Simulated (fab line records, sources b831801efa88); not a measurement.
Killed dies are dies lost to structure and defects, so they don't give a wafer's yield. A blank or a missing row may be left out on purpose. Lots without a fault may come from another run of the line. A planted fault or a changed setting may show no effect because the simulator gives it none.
fab line records | flow sky130
record lots=6 wafers=18 last_day=49
route steps=708 shown METAL4@622 VIA4@639 METAL5@661 PAD_OPEN@708
lots that met no fault: from a run of the same line without faults
start_h: hours from the record's first day to the start of the lot's first wafer shown | wait_h: hours since the lot's step before | " the same as in the row above | L1.1+2: a row that stands for several wafers | - no value, or no start given | * or withheld: withheld | < > ~ a bound
route shown NAME@n: a module of which the file shows steps, and the number in the route of the first | usual: mean/standard deviation of fault-free wafers | same: alike in all rows | chamber/n: place in a boat | sites: the reading at each site | _std_site: their standard deviation | _edge_site: outer sites' mean less inner sites' | radius_mm: how far each site lies from the wafer's centre | mask NAME#n: copy n | behind: the tool/chamber that last shaped the wafer | hold: why the lot was held/for how many hours/how that ended | device: the transistor (n, p or np) that didn't switch | end of line: the same wafers' tests at the end of the route | a step without rows: its recipe alone | killed: dies lost to structure and defects at the first sort, not the wafer's yield | map: a wafer's dies, x killed, . not, _ none there
set.NAME: the setting as run; set.NAME@STEP: as run at that earlier step | model.NAME: the simulator's own value behind a step, which no gauge read
lots at some steps of the route; a table a step, a row a wafer
services: from which hour (start_h, from the record's first day; less than 0 if before it) a tool's chamber was out of use, for how many hours, and why
## steps
# step SKY_METAL4_HMDS_06
# recipe prime_time_s=60 prime_temp_c=120
# step SKY_METAL4_COAT_07
# recipe resist=BARC temp_c=withheld time_s=withheld spin_rpm=3000 resist_thk_nm=60
# step SKY_METAL4_COAT_08
# recipe resist=KrF-thick spin_rpm=3000 resist_thk_nm=1140
# step SKY_METAL4_SOFTBAKE_09
# recipe temp_c=100 time_s=90 resist=KrF-thick
# step SKY_METAL4_EXPOSE_10
# recipe mask_id=MM4 na=0.68 source_shape=annular sigma_inner=0.4 sigma_outer=0.8 target_cd_nm=300 dose_mj=28
# step SKY_METAL4_PEB_11
# recipe peb_temp_c=withheld peb_time_s=withheld resist=KrF-thick
# step SKY_METAL4_DEVELOP_12
# recipe develop_time_s=60 resist=KrF-thick dev_temp_c=21
# step SKY_METAL4_CD_MEAS_13
# recipe target_cd_nm=300
# usual cd_nm=300.1/1.3
# columns lot.wafer tool chamber start_h wait_h cd_nm
L152.1 cd_sem-01 - 1019.12 - 297.9
L152.4 " - " " 299.1
L152.5 " - " " 298.0
L154.3 cd_sem-01 - 1026.98 - 300.7
L154.5 " - " " 299.8
L154.6 " - " " 300.5
L155.2 cd_sem-01 - 1053.54 - 297.8
L155.3 " - " " 299.2
L155.5 " - " " 299.2
L162.2 cd_sem-01 - 1076.50 - 298.3
L162.4 " - " " 299.2
L162.6 " - " " 298.8
L164.1 cd_sem-01 - 1088.18 - 300.7
L164.4 " - " " 300.4
L164.5 " - " " 301.1
L167.3 cd_sem-01 - 1110.30 - 299.5
L167.4 " - " " 300.4
L167.5 " - " " 300.9
# step SKY_METAL4_OVL_MEAS_14
# usual METAL4_OVL=-2/5
# columns lot.wafer tool chamber start_h wait_h METAL4_OVL[nm]
L152.1 overlay-02 - 1019.24 0.1 -9
L152.4 " - " " 0
L152.5 " - " " -3
L154.3 overlay-01 - 1027.07 0.1 3
L154.5 " - " " -5
L154.6 " - " " 3
L155.2 overlay-02 - 1053.65 0.1 -4
L155.3 " - " " -5
L155.5 " - " " -5
L162.2 overlay-02 - 1076.61 0.1 6
L162.4 " - " " 4
L162.6 " - " " 2
L164.1 overlay-01 - 1088.30 0.1 3
L164.4 " - " " 2
L164.5 " - " " 4
L167.3 overlay-02 - 1110.39 0.1 2
L167.4 " - " " -4
L167.5 " - " " 4
# step SKY_METAL4_DESCUM_15
# recipe chemistry=O2 source_power_w=150 bias_power_w=0 pressure_mtorr=10 temp_c=40 time_s=8
# usual drypump_motor_current_A=5.8/0.5 oes_product_au=0.995/0.0085
# columns lot.wafer tool chamber start_h wait_h drypump_motor_current_A oes_product_au rf_hours_counter_h
L152.1 rie_metal-04 0 1019.28 0.0 6.2 0.999 12
L152.4 " 0 " " 6.2 0.993 -
L152.5 " 0 " " 6.2 0.995 -
L154.3 rie_metal-03 1 1027.10 0.0 5.4 0.998 -
L154.5 " 0 " " 6.5 0.992 -
L154.6 " 1 " " 5.4 0.996 -
L155.2 rie_metal-03 1 1053.68 0.0 5.4 1.003 25
L155.3 " 0 " " 6.6 0.994 -
L155.5 " 0 " " 6.6 0.989 -
L162.2 rie_metal-03 0 1076.64 0.0 6.6 0.994 13
L162.4 " 0 " " 6.5 0.987 -
L162.6 " 0 " " 6.6 0.994 -
L164.1 rie_metal-03 1 1088.34 0.0 5.4 0.989 28
L164.4 " 0 " " 6.6 0.988 -
L164.5 " 1 " " 5.5 1.005 -
L167.3 rie_metal-04 0 1110.43 0.0 6.2 0.978 -
L167.4 " 1 " " 4.8 0.988 -
L167.5 " 0 " " 6.2 0.988 -
# step SKY_METAL4_ETCH_16
# recipe chemistry=N2/H2 target=BARC ion_energy_ev=200 bias_w=100 pressure_mtorr=30 n2_flow_sccm=100 h2_flow_sccm=200 icp_w=481.7 stop_on=SiO2 time_s=88.2 target_depth_a=600
# usual drypump_motor_current_A=5.9/0.51 oes_product_au=0.626/0.0045 throttle_valve_pct=13.205/0.0088
# columns lot.wafer tool chamber start_h wait_h drypump_motor_current_A oes_product_au rf_hours_counter_h throttle_valve_pct
L152.1 rie_metal-04 0 1019.34 0.1 6.2 0.625 12 13.213
L152.4 " 0 " " 6.1 0.624 - 13.203
L152.5 " 0 " " 6.1 0.627 - 13.217
L154.3 rie_metal-03 1 1027.16 0.0 5.4 0.628 - 13.208
L154.5 " 0 " " 6.6 0.632 - 13.197
L154.6 " 1 " " 5.4 0.631 - 13.209
L155.2 rie_metal-03 1 1053.71 0.0 5.4 0.622 25 13.205
L155.3 " 0 " " 6.6 0.625 - 13.200
L155.5 " 0 " " 6.6 0.620 - 13.212
L162.2 rie_metal-03 0 1076.67 0.0 6.6 0.624 13 13.203
L162.4 " 0 " " 6.6 0.632 - 13.205
L162.6 " 0 " " 6.6 0.626 - 13.201
L164.1 rie_metal-03 1 1088.37 0.0 5.4 0.629 28 13.198
L164.4 " 0 " " 6.6 0.629 - 13.211
L164.5 " 1 " " 5.4 0.630 - 13.201
L167.3 rie_metal-04 0 1110.48 0.0 6.2 0.623 - 13.208
L167.4 " 1 " " 4.9 0.619 - 13.206
L167.5 " 0 " " 6.2 0.619 - 13.192
# step SKY_METAL4_ETCH_17
# recipe target=SiO2 stop_on=TiN chemistry=C4F8/O2/Ar source_w=1500 bias_w=1200 pressure_mtorr=40 c4f8_flow_sccm=withheld O2_flow_sccm=6 Ar_flow_sccm=300 time_s=3.9 target_depth_a=150
# usual oes_product_au=0.756/0.0069
# columns lot.wafer tool chamber start_h wait_h oes_product_au rf_hours_counter_h
L152.1 rie_diel-01 0 1019.54 0.2 0.754 15
L152.4 " 3 " " 0.761 19
L152.5 " 2 " " 0.762 -
L154.3 rie_diel-01 1 1027.22 0.0 0.744 8
L154.5 " 3 " " 0.759 -
L154.6 " 0 " " 0.755 -
L155.2 rie_diel-01 2 1053.81 0.1 0.745 7
L155.3 " 0 " " 0.755 16
L155.5 " 3 " " 0.759 -
L162.2 rie_diel-02 0 1076.77 0.1 0.752 8
L162.4 " 1 " " 0.763 -
L162.6 " 2 " " 0.751 -
L164.1 rie_diel-01 2 1088.47 0.1 0.756 8
L164.4 " 3 " " 0.758 21
L164.5 " 0 " " 0.765 -
L167.3 rie_diel-01 1 1110.55 0.0 0.749 11
L167.4 " 3 " " 0.745 22
L167.5 " 1 " " 0.748 -
# step SKY_METAL4_METAL_ETCH_18
# recipe target_depth_a=8450 stop_on=SiO2 over_etch_frac=0.3 time_s=183.1 chemistry=Cl2/BCl3 resist_sidewall_deg=88 pressure_mtorr=10 icp_w=900 bias_w=48.5 Cl2_flow_sccm=60 bcl3_flow_sccm=30
# usual drypump_motor_current_A=5.8/0.6 oes_product_au=0.866/0.0063 throttle_valve_pct=22.264/0.0093
# columns lot.wafer tool chamber start_h wait_h drypump_motor_current_A oes_product_au rf_hours_counter_h throttle_valve_pct
L152.1 rie_metal-03 0 1019.56 0.0 6.6 0.862 10 22.268
L152.4 " 0 " " 6.6 0.867 - 22.252
L152.5 " 0 " " 6.5 0.874 - 22.263
L154.3 rie_metal-04 1 1027.30 0.1 4.8 0.853 - 22.261
L154.5 " 1 " " 4.8 0.864 - 22.278
L154.6 " 0 " " 6.2 0.859 - 22.270
L155.2 rie_metal-04 1 1053.82 0.0 4.8 0.865 23 22.261
L155.3 " 0 " " 6.2 0.860 - 22.254
L155.5 " 1 " " 4.8 0.858 - 22.262
L162.2 rie_metal-04 0 1076.85 0.1 6.2 0.865 - 22.276
L162.4 " 0 " " 6.2 0.867 - 22.258
L162.6 " 0 " " 6.2 0.870 - 22.270
L164.1 rie_metal-04 0 1088.49 0.0 6.2 0.859 19 22.260
L164.4 " 0 " " 6.2 0.864 - 22.265
L164.5 " 1 " " 4.9 0.868 - 22.255
L167.3 rie_metal-03 0 1110.68 0.1 6.6 0.884 - 22.272
L167.4 " 0 " " 6.6 0.864 - 22.271
L167.5 " 0 " " 6.6 0.860 - 22.265
# step SKY_METAL4_STRIP_19
# recipe chemistry=O2/N2 power_w=1400 pressure_mtorr=1500 platen_temp_c=withheld o2_flow_sccm=3000 n2_flow_sccm=300 overash_fraction=0.5
# step SKY_METAL4_STRIP_20
# recipe chemistry=post_etch_residue_remover time_s=1200 temp_c=72.5
# step SKY_METAL4_CLEAN_21
# recipe chemistry=IPA time_s=180 temp_c=25
# step SKY_METAL4_CLEAN_22
# recipe chemistry=O3/DIW dry=n2_spin
# step SKY_VIA4_HDPCVD_00
# recipe material=SiO2 target_thk_nm=1750 sigma_open_frac=0.3 time_s=291.7 temp_c=400 sih4_flow_sccm=60 pressure_mtorr=6
# step SKY_VIA4_THK_MEAS_01
# recipe reads=SiO2_of_VIA4_HDPCVD_00
# usual VIA4_HDPCVD_THK=1746/17
# columns lot.wafer tool chamber start_h wait_h VIA4_HDPCVD_THK[nm]
L152.1 film_metro-01 - 1020.54 0.1 1739
L152.4 " - " " 1736
L152.5 " - " " 1762
L154.3 film_metro-01 - 1028.27 0.1 1751
L154.5 " - " " 1771
L154.6 " - " " 1770
L155.2 film_metro-03 - 1054.96 0.2 1734
L155.3 " - " " 1718
L155.5 " - " " 1749
L162.2 film_metro-01 - 1077.98 0.1 1760
L162.4 " - " " 1754
L162.6 " - " " 1742
L164.1 film_metro-03 - 1089.53 0.1 1731
L164.4 " - " " 1691
L164.5 " - " " 1711
L167.3 film_metro-01 - 1111.71 0.1 1736
L167.4 " - " " 1762
L167.5 " - " " 1751
# step SKY_VIA4_CMP_02
# recipe material=SiO2 down_force_psi=4 platen_rpm=60 pad_velocity_m_s=0.94248
# usual motor_current_A=12.3/1.3 slurry_flow_ml_min=150.0/0.46
# columns lot.wafer tool chamber start_h wait_h motor_current_A slurry_flow_ml_min
L152.4 cmp-01 3 1021.00 0.4 10.5 149.9
L152.1 " 0 " " 13.8 150.0
L152.5 " 2 " " 10.3 149.2
L154.3 cmp-02 3 1029.29 1.0 11.5 149.9
L154.6 " 3 " " 10.9 149.8
L154.5 " 0 " " 12.0 149.8
L155.2 cmp-01 0 1055.11 0.1 14.2 150.6
L155.3 " 1 " " 13.6 149.7
L155.5 " 1 " " 12.7 150.8
L162.2 cmp-01 2 1078.30 0.3 10.5 150.9
L162.4 " 0 " " 13.7 150.6
L162.6 " 2 " " 11.3 150.1
L164.4 cmp-01 2 1089.59 0.0 11.3 149.5
L164.1 " 3 " " 10.7 149.4
L164.5 " 3 " " 10.4 150.3
L167.3 cmp-02 2 1111.75 0.0 12.3 150.3
L167.4 " 0 " " 11.6 149.8
L167.5 " 2 " " 12.9 150.5
# step SKY_VIA4_BOW_MEAS_03
# recipe mode=bow
# usual VIA4_BOW=80/8.8
# columns lot.wafer tool chamber start_h wait_h VIA4_BOW[um]
L152.1 film_metro-02 - 1021.20 0.1 74
L152.4 " - " " 78
L152.5 " - " " 72
L154.3 film_metro-03 - 1029.63 0.3 75
L154.5 " - " " 85
L154.6 " - " " 81
L155.2 film_metro-03 - 1055.48 0.3 76
L155.3 " - " " 78
L155.5 " - " " 59
L162.2 film_metro-03 - 1078.62 0.3 88
L162.4 " - " " 82
L162.6 " - " " 86
L164.1 film_metro-01 - 1089.89 0.2 85
L164.4 " - " " 97
L164.5 " - " " 84
L167.3 film_metro-02 - 1112.09 0.3 92
L167.4 " - " " 91
L167.5 " - " " 84
# step SKY_VIA4_DEHYDRATE_04
# recipe temp_c=200 time_s=60
# step SKY_VIA4_HMDS_05
# recipe prime_time_s=60 prime_temp_c=120
# step SKY_VIA4_COAT_06
# recipe resist=NOVOLAK spin_rpm=3000 resist_thk_nm=1140
# step SKY_VIA4_SOFTBAKE_07
# recipe temp_c=91.05 time_s=60 resist=NOVOLAK
# step SKY_VIA4_EXPOSE_08
# recipe mask_id=VIM4 na=0.6 source_shape=conventional sigma_outer=0.6 polarization=unpolarized target_cd_nm=800 dose_mj=132
# step SKY_VIA4_PEB_09
# recipe temp_c=withheld time_s=* resist=NOVOLAK
# step SKY_VIA4_DEVELOP_10
# recipe resist=NOVOLAK developer=TMAH develop_time_s=60 dev_temp_c=23
# step SKY_VIA4_OVL_MEAS_11
# usual VIA4_OVL=-0.6/1.1
# columns lot.wafer tool chamber start_h wait_h VIA4_OVL[nm]
L152.1 overlay-01 - 1043.51 0.1 0.5
L152.4 " - " " -0.7
L152.5 " - " " 0.2
L154.3 overlay-02 - 1051.38 0.1 -0.5
L154.5 " - " " 1.5
L154.6 " - " " -1.2
L155.2 overlay-01 - 1075.32 0.1 -0.1
L155.3 " - " " -0.7
L155.5 " - " " -0.7
L162.2 overlay-01 - 1098.23 0.1 -0.9
L162.4 " - " " -2.3
L162.6 " - " " -2.5
L164.1 overlay-02 - 1109.91 0.1 1.1
L164.4 " - " " -0.8
L164.5 " - " " -0.1
L167.3 overlay-01 - 1130.84 0.1 0.4
L167.4 " - " " 1.2
L167.5 " - " " 1.3
# step SKY_VIA4_ETCH_12
# recipe target=SiO2 chemistry=C4F8/O2/Ar stop_on=TiN mask_material=NOVOLAK source_w=1500 bias_w=1200 pressure_mtorr=40 c4f8_flow_sccm=withheld O2_flow_sccm=6 Ar_flow_sccm=300 time_s=withheld target_depth_a=5800
# usual oes_product_au=0.926/0.0041
# columns lot.wafer tool chamber start_h wait_h oes_product_au
L152.1 rie_diel-03 0 1043.55 0.0 0.923
L152.4 " 1 " " 0.926
L152.5 " 0 " " 0.936
L154.3 rie_diel-03 0 1051.40 0.0 0.931
L154.5 " 2 " " 0.923
L154.6 " 3 " " 0.924
L155.2 rie_diel-01 1 1075.35 0.0 0.923
L155.3 " 0 " " 0.931
L155.5 " 0 " " 0.930
L162.2 rie_diel-01 1 1098.26 0.0 0.926
L162.4 " 0 " " 0.931
L162.6 " 3 " " 0.925
L164.1 rie_diel-02 2 1109.95 0.0 0.926
L164.4 " 2 " " 0.929
L164.5 " 0 " " 0.926
L167.3 rie_diel-03 0 1130.86 0.0 0.928
L167.4 " 3 " " 0.929
L167.5 " 3 " " 0.926
# step SKY_VIA4_STRIP_13
# recipe chemistry=O2/N2 power_w=1400 pressure_mtorr=1500 platen_temp_c=withheld o2_flow_sccm=3000 n2_flow_sccm=300 overash_fraction=0.5
# step SKY_VIA4_STRIP_14
# recipe chemistry=post_etch_residue_remover time_s=1200 temp_c=72.5
# step SKY_VIA4_CLEAN_15
# recipe chemistry=IPA time_s=180 temp_c=25
# step SKY_VIA4_CLEAN_16
# recipe chemistry=O3/DIW dry=n2_spin
# step SKY_VIA4_SPUTTER_17
# recipe material=TiN target_thk_nm=20 chamber_pressure_pa=5 power_w=4000 time_s=80
# step SKY_VIA4_CVD_18
# recipe material=W target_thk_nm=505 time_s=152.14 temp_c=400 pressure_torr=40
# step SKY_VIA4_RS_MEAS_19
# recipe thk_meas_gauge=four-point-probe reads=W_of_VIA4_CVD_18+TiN_of_VIA4_SPUTTER_17
# usual VIA4_W_RS=0.2247/0.0024
# columns lot.wafer tool chamber start_h wait_h VIA4_W_RS[ohm/sq]
L152.1 film_metro-03 - 1044.46 0.1 0.2236
L152.4 " - " " 0.2215
L152.5 " - " " 0.2250
L154.3 film_metro-03 - 1052.36 0.1 0.2268
L154.5 " - " " 0.2261
L154.6 " - " " 0.2242
L155.2 film_metro-02 - 1076.41 0.1 0.2238
L155.3 " - " " 0.2281
L155.5 " - " " 0.2266
L162.2 film_metro-03 - 1099.16 0.1 0.2251
L162.4 " - " " 0.2226
L162.6 " - " " 0.2244
L164.1 film_metro-01 - 1110.83 0.1 0.2265
L164.4 " - " " 0.2259
L164.5 " - " " 0.2249
L167.3 film_metro-02 - 1131.81 0.1 0.2262
L167.4 " - " " 0.2229
L167.5 " - " " 0.2275
# step SKY_VIA4_THK_MEAS_20
# recipe thk_meas_gauge=xrf reads=W_of_VIA4_CVD_18
# usual VIA4_W_THK=512/6.3
# columns lot.wafer tool chamber start_h wait_h VIA4_W_THK[nm]
L152.1 film_metro-03 - 1044.58 0.1 518
L152.4 " - " " 521
L152.5 " - " " 512
L154.3 film_metro-03 - 1052.46 0.1 506
L154.5 " - " " 513
L154.6 " - " " 514
L155.2 film_metro-02 - 1076.52 0.1 511
L155.3 " - " " 501
L155.5 " - " " 506
L162.2 film_metro-03 - 1099.27 0.1 517
L162.4 " - " " 523
L162.6 " - " " 518
L164.1 film_metro-01 - 1110.95 0.1 513
L164.4 " - " " 510
L164.5 " - " " 511
L167.3 film_metro-02 - 1131.91 0.1 510
L167.4 " - " " 510
L167.5 " - " " 503
# step SKY_VIA4_CMP_21
# recipe stop_on=SiO2 t_overpolish_s=25 down_force_psi=3.5 platen_rpm=60 target_thk_nm=0 pad_velocity_m_s=0.94248
# step SKY_METAL5_SPUTTER_00
# recipe material=Ti target_thk_nm=15 power_w=3000 time_s=10 chamber_pressure_pa=0.4
# step SKY_METAL5_SPUTTER_01
# recipe material=TiN target_thk_nm=20 power_w=6500 time_s=16.7 chamber_pressure_pa=0.4
# step SKY_METAL5_SPUTTER_02
# recipe material=AlCu target_thk_nm=1150 power_w=10600 time_s=61.2 chamber_pressure_pa=0.4
# step SKY_PAD_OPEN_PROBE_99
# usual defect_limited_yield=82.5/1.9 killed_at_M0_to_M3=44/6.6 killed_at_M4_up=3.0/2 killed_at_contacts=24/5.1 killed_at_front_end=15/4.1 killed_at_other=0.4/0.62 killed_dies=86/9.3 killed_on_rim=17/3.7 killed_open=46/6.8 killed_short=40/5.8 sort_bin_3_pad_short=0.8/0.4 sort_bin_5_function=10.3/1.4 sort_bin_6_memory=6.4/1 sort_n_pass=406/9.3 sort_yield_pct=82.5/1.9
# same gross_dies=492 killed_at_back_side=0 sort_bin_4_leakage[%]=0 sort_bin_8_speed[%]=0
# columns lot.wafer tool chamber start_h wait_h defect_limited_yield[%] killed_at_M0_to_M3 killed_at_M4_up killed_at_contacts killed_at_front_end killed_at_other killed_dies killed_on_rim killed_open killed_short sort_bin_3_pad_short[%] sort_bin_5_function[%] sort_bin_6_memory[%] sort_n_pass sort_yield_pct[%] model.etest.tester.sort_n_pass model.etest.tester.sort_yield_pct model.etest.tester.sort_bin_5_pct model.etest.tester.sort_bin_3_pct
L152.1 prober-01 - 1107.78 0.1 84.8 41 1 15 17 1 75 8 39 36 0.4 8.5 6.3 417 84.8 417 84.76 8.537 0.4065
L152.4 prober-01 - 1107.93 0.2 83.5 49 3 17 12 0 81 19 43 38 0.8 10.0 5.7 411 83.5 411 83.54 9.959 0.813
L152.5 prober-01 - 1107.98 0.2 83.9 42 3 23 11 0 79 19 42 37 1.0 9.1 5.9 413 83.9 413 83.94 9.146 1.016
L154.3 prober-01 - 1116.80 0.2 80.3 43 1 26 27 0 97 13 47 50 0.8 11.6 7.3 395 80.3 395 80.28 11.59 0.813
L154.5 prober-01 - 1116.90 0.2 78.3 47 3 36 21 0 107 16 69 38 0.6 13.8 7.3 385 78.3 385 78.25 13.82 0.6098
L154.6 prober-01 - 1116.95 0.2 78.0 53 0 32 22 1 108 17 56 52 0.8 11.8 9.3 384 78.0 384 78.05 11.79 0.813
L155.2 prober-02 - 1139.33 0.1 83.3 52 0 18 10 2 82 14 42 40 0.6 9.8 6.3 410 83.3 410 83.33 9.756 0.6098
L155.3 prober-02 - 1139.38 0.2 78.9 51 5 27 21 0 104 28 53 51 1.0 12.8 7.3 388 78.9 388 78.86 12.8 1.016
L155.5 prober-02 - 1139.48 0.2 84.6 42 4 17 13 0 76 19 39 37 0.8 8.7 5.9 416 84.6 416 84.55 8.74 0.813
L162.2 prober-01 - 1159.92 0.1 77.4 38 45 19 9 0 111 28 34 39 3.9 12.4 6.3 381 77.4 381 77.44 12.4 3.862
L162.4 prober-01 - 1160.02 0.2 78.7 34 37 17 17 0 105 30 40 29 2.0 13.8 5.5 387 78.7 387 78.66 13.82 2.033
L162.6 prober-01 - 1160.12 0.2 77.6 30 37 33 10 0 110 20 38 39 3.9 11.8 6.7 382 77.6 382 77.64 11.79 3.862
L164.1 prober-01 - 1169.38 0.1 76.8 37 38 18 20 1 114 29 39 38 3.9 11.8 7.5 378 76.8 378 76.83 11.79 3.862
L164.4 prober-01 - 1169.53 0.2 76.0 35 38 31 13 1 118 33 50 31 3.3 14.2 6.5 374 76.0 374 76.02 14.23 3.252
L164.5 prober-01 - 1169.58 0.2 84.3 27 3 28 18 1 77 19 40 37 1.4 8.9 5.3 415 84.3 415 84.35 8.943 1.423
L167.3 prober-01 - 1187.54 0.2 82.3 46 1 26 14 0 87 14 43 44 1.8 9.8 6.1 405 82.3 405 82.32 9.756 1.829
L167.4 prober-01 - 1187.59 0.2 84.8 48 1 15 9 2 75 15 47 28 0.8 8.9 5.5 417 84.8 417 84.76 8.943 0.813
L167.5 prober-01 - 1187.64 0.2 86.4 33 1 22 10 1 67 14 37 30 0.4 8.5 4.7 425 86.4 425 86.38 8.537 0.4065
# killed by level:class
L152.1 VIA2:geometric_particle:open=8 FIELD_ISO:geometric_particle:short=7 VIA1:geometric_particle:open=7 VIA3:geometric_particle:open=7 CONTACT:geometric_particle:open=6 METAL1:geometric_particle:short=6 CONTACT:geometric_particle:short=5 VIA1:geometric_particle:short=4
L152.4 VIA2:geometric_particle:open=11 METAL2:geometric_particle:short=7 VIA3:geometric_particle:open=6 LI_CONTACT:geometric_particle:open=5 VIA1:geometric_particle:open=5 LOCAL_INTERCONNECT:geometric_particle:short=4 CONTACT:geometric_particle:open=4 METAL1:geometric_particle:short=4
L152.5 CONTACT:geometric_particle:open=12 VIA3:geometric_particle:open=7 VIA2:geometric_particle:open=6 METAL2:geometric_particle:short=5 VIA1:geometric_particle:open=5 METAL3:geometric_particle:short=5 LI_CONTACT:geometric_particle:open=4 CONTACT:geometric_particle:short=4
L154.3 CONTACT:geometric_particle:open=9 METAL2:geometric_particle:short=8 POLY_GATE:geometric_particle:short=7 LI_CONTACT:geometric_particle:open=7 METAL1:geometric_particle:short=7 POLY_GATE:geometric_particle:open=6 CONTACT:geometric_particle:short=6 VIA3:geometric_particle:open=6
L154.5 VIA1:geometric_particle:open=16 CONTACT:geometric_particle:open=13 LI_CONTACT:geometric_particle:open=10 POLY_GATE:geometric_particle:open=9 VIA2:geometric_particle:open=8 FIELD_ISO:geometric_particle:open=6 POLY_GATE:geometric_particle:short=5 CONTACT:geometric_particle:short=5
L154.6 VIA1:geometric_particle:open=12 METAL1:geometric_particle:short=11 VIA1:geometric_particle:short=11 CONTACT:geometric_particle:open=9 LI_CONTACT:geometric_particle:open=7 VIA2:geometric_particle:open=7 FIELD_ISO:geometric_particle:open=6 POLY_GATE:geometric_particle:open=5
L155.2 CONTACT:geometric_particle:open=9 METAL2:geometric_particle:short=9 VIA1:geometric_particle:short=8 VIA3:geometric_particle:open=8 VIA2:geometric_particle:open=7 VIA1:geometric_particle:open=6 LI_CONTACT:geometric_particle:open=4 FIELD_ISO:geometric_particle:short=3
L155.3 VIA1:geometric_particle:open=13 CONTACT:geometric_particle:open=10 POLY_GATE:geometric_particle:short=6 METAL2:geometric_particle:short=6 VIA2:geometric_particle:open=6 FIELD_ISO:geometric_particle:short=5 CONTACT:geometric_particle:short=5 LI_CONTACT:geometric_particle:short=5
L155.5 VIA2:geometric_particle:open=8 LI_CONTACT:geometric_particle:open=7 METAL2:geometric_particle:short=6 VIA1:geometric_particle:open=5 POLY_GATE:geometric_particle:open=5 CONTACT:geometric_particle:short=5 METAL1:geometric_particle:short=5 METAL3:geometric_particle:short=5
L162.2 METAL4:unspecified=38 VIA2:geometric_particle:open=8 VIA1:geometric_particle:open=7 METAL4:geometric_particle:short=6 LI_CONTACT:geometric_particle:open=4 LI_CONTACT:geometric_particle:short=4 LOCAL_INTERCONNECT:geometric_particle:short=4 CONTACT:geometric_particle:short=4
L162.4 METAL4:unspecified=36 FIELD_ISO:geometric_particle:open=7 CONTACT:geometric_particle:open=7 VIA2:geometric_particle:open=7 VIA3:geometric_particle:open=6 POLY_GATE:geometric_particle:short=5 VIA1:geometric_particle:open=4 VIA3:geometric_particle:short=4
L162.6 METAL4:unspecified=33 CONTACT:geometric_particle:short=10 CONTACT:geometric_particle:open=10 VIA2:geometric_particle:open=6 LI_CONTACT:geometric_particle:short=5 VIA3:geometric_particle:open=5 VIA1:geometric_particle:open=5 LI_CONTACT:geometric_particle:open=4
L164.1 METAL4:unspecified=37 LI_CONTACT:geometric_particle:open=7 VIA1:geometric_particle:open=7 FIELD_ISO:geometric_particle:short=6 VIA1:geometric_particle:short=6 CONTACT:geometric_particle:open=5 METAL1:geometric_particle:short=5 METAL2:geometric_particle:short=5
L164.4 METAL4:unspecified=37 LI_CONTACT:geometric_particle:open=11 CONTACT:geometric_particle:open=10 VIA1:geometric_particle:open=10 METAL2:geometric_particle:short=7 CONTACT:geometric_particle:short=4 VIA2:geometric_particle:open=4 FIELD_ISO:geometric_particle:open=3
L164.5 CONTACT:geometric_particle:open=11 LI_CONTACT:geometric_particle:open=7 METAL1:geometric_particle:short=6 VIA1:geometric_particle:open=6 LOCAL_INTERCONNECT:geometric_particle:short=5 FIELD_ISO:geometric_particle:open=4 FIELD_ISO:geometric_particle:short=4 VIA1:geometric_particle:short=4
L167.3 VIA1:geometric_particle:open=14 CONTACT:geometric_particle:open=11 METAL2:geometric_particle:short=7 LOCAL_INTERCONNECT:geometric_particle:short=6 METAL1:geometric_particle:short=5 LI_CONTACT:geometric_particle:open=5 METAL3:geometric_particle:short=5 VIA3:geometric_particle:short=4
L167.4 VIA1:geometric_particle:open=15 VIA2:geometric_particle:open=11 LI_CONTACT:geometric_particle:open=6 METAL1:geometric_particle:short=5 VIA3:geometric_particle:open=4 FIELD_ISO:geometric_particle:short=3 CONTACT:geometric_particle:open=3 METAL2:geometric_particle:short=3
L167.5 VIA1:geometric_particle:open=9 CONTACT:geometric_particle:open=8 CONTACT:geometric_particle:short=6 VIA3:geometric_particle:open=6 VIA2:geometric_particle:open=5 METAL2:geometric_particle:short=5 FIELD_ISO:geometric_particle:short=3 LOCAL_INTERCONNECT:geometric_particle:short=3
# map L162.2 (x killed, . not)
__________....x....x_________
________x.x..........._______
______...........x.x...x_____
_____x......x...x....x...____
____.............x........___
___...x..xx.x.....x........__
__......x.................x._
_x.x.x....x...........xx.x...
_...x.x.......xxx....x.......
_.....x...x...x............xx
_.......x....................
_.......x............x.......
_....x......xx...............
_.x......x.........xx.x..x..x
_x...........x........xxx.x.x
__..x..............x.x..x..._
___.........xx..xx.x..x.xxx__
____..xxx.....xxxxxxxxxxxx___
_____...........x.xxxxxxx____
______..........xxxxxxxx_____
________.......x.xxxxx_______
__________x......xxx_________
# map L164.4 (x killed, . not)
__________...x.xx..._________
________x.......x..x.._______
______....x........x..xx_____
_____.x..........x..x.x..____
____x....x....x.x.........___
___.....................x.x__
__.......x.......x....x....._
_........x.x.x....x...x......
_..x...x..........x.......x..
_....................x..xx.x.
_x...x.x....x..x.x...x.......
_x...xx..x.....x...x....xx...
_.................x..........
_xx...x..x..........xx.x.....
_xx.............x..x.....x...
__......xx..x.......x.x....._
___.......x.x....x.xxxxx.x.__
____.x....x.......xxxxxxxx___
_____.x..........xxxxxxxx____
______.......x.xxxxxxxxx_____
________x.x...x..xxxxx_______
__________.......xxx_________
## services
# columns tool chamber start_h hours kind
rie_diel-01 0 1002.29 12.7 repair
rie_metal-04 1 1010.47 11.9 repair
cmp-02 - 1020.13 6.5 pm
cmp-01 - 1026.65 5.8 pm
rie_metal-04 1 1055.00 - clean
rie_metal-04 1 1055.00 21.9 scheduled_down
rie_metal-04 1 1055.00 21.9 vent_cycle
rie_diel-02 3 1057.90 - clean
rie_diel-02 3 1057.90 21.4 scheduled_down
rie_diel-01 - 1068.22 0.4 repair
rie_metal-03 0 1068.25 6.1 repair
rie_diel-03 3 1069.05 4.4 repair
rie_metal-03 1 1078.08 8.3 repair
cmp-02 - 1081.62 0.4 repair
rie_metal-03 - 1082.06 1.4 pm
cmp-02 - 1084.22 4.0 pm
rie_diel-01 - 1101.24 0.4 repair
rie_metal-03 1 1102.17 - clean
rie_metal-03 1 1102.17 13.2 scheduled_down
rie_metal-03 1 1102.17 13.2 vent_cycle
rie_diel-02 3 1109.66 4.2 repair
rie_diel-01 0 1112.66 9.6 repair
cmp-01 - 1115.33 0.5 repair
rie_metal-04 1 1126.44 15.3 repair
## key
first_sign step=SKY_PAD_OPEN_PROBE_99 reading=killed_at_M4_up direction=up sigmas=18 usual=3.0 struck=39
effect step=SKY_PAD_OPEN_PROBE_99 reading=sort_bin_3_pad_short direction=up sigmas=6.3 usual=0.8 struck=3.4
model_effect step=SKY_PAD_OPEN_PROBE_99 value=etest.tester.sort_n_pass without=412 struck=380.4
met_at SKY_METAL4_METAL_ETCH_18
struck_wafers L162.2,L162.4,L162.6,L164.1,L164.4
onset_between 1053.82 1076.85
fault kind=chamber_particle_source tool=rie_metal-04 chamber=0 onset_h=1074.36 steps=SKY_METAL4_METAL_ETCH_18 rate_per_visit_cm2=1.7154 end_h=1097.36
